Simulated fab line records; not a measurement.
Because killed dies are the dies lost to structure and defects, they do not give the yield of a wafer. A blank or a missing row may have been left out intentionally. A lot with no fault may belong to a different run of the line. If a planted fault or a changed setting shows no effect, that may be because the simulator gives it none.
2 desks looking at one fault | flow sky130 | numbers are kept per desk, each desk with only its own; the story behind them comes last

DESK OF THE TOOL OWNER: implanter-01
SKY_RES_XHIGH_IMPLANT_07, tool's own readings: per-lot mean of the sampled wafers with a number, covering each lot this tool ran. A lot is out of limits, marked OUT, if its mean lies more than 4 standard deviations from the usual mean; the brackets give that distance.
Columns: A = beam-energy-keV at SKY_RES_XHIGH_IMPLANT_07, usual 19.999; B = beam-on-s at SKY_RES_XHIGH_IMPLANT_07, usual 36 s
lot  | first seen here | A                | B
L634 | day 30 02:57    | 19.989           | 33
L636 | day 30 20:55    | 20.441 (+69) OUT | 32
L639 | day 31 02:00    | 20.449 (+70) OUT | 31
Finding of this desk: L636, L639 out of limits; the first was L636 at day 30 20:55, on beam-energy-keV at SKY_RES_XHIGH_IMPLANT_07. Within limits: L634.

THE METROLOGY DESK
Means of the sampled wafers that have a number, per lot and without regard to the tool the lot ran on: this is what the gauges read. A lot is out of limits, marked OUT, if its mean lies more than 4 standard deviations from the usual mean; the brackets give that distance.
Columns: A = cd-nm at SKY_SD_P_CD_MEAS_07, usual 379.7 nm; B = SD_P_OVL at SKY_SD_P_OVL_MEAS_08, usual 0.1 nm; C = SD_P_TW at SKY_SD_P_TW_MEAS_11, usual 2835
lot  | first seen here | A     | B    | C
L628 | day 26 23:29    | 382.7 | -0.4 | 2827
L634 | day 28 23:05    | 378.1 | 0.1  | 2835
L636 | day 29 16:37    | 386.4 | 1.8  | 2853
L639 | day 29 21:32    | 383.4 | 0.3  | 2850
L646 | day 32 02:17    | 376.4 | -0.4 | 2834
L648 | day 32 19:28    | 379.1 | 0.4  | 2844
This desk's verdict: no lot among the 6 shows anything out of limits.

PUT TOGETHER
At day 30 20:55, on L636, L639, the tool owner's desk was in a position to raise an alarm.
The metrology desk saw nothing out of limits.
The metrology desk has L636, L639 on record, within its limits.
All the named lots went through SKY_RES_XHIGH_IMPLANT_07 on implanter-01.

WHAT HAD BEEN PUT IN BY THE SIMULATOR
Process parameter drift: implanter-01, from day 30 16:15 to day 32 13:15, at SKY_RES_XHIGH_IMPLANT_07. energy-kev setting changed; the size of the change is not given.
Lots struck among those shown: L636, L639.
Time in hours from fault onset to the first out-of-limits reading at each desk: the tool owner's desk, 5.
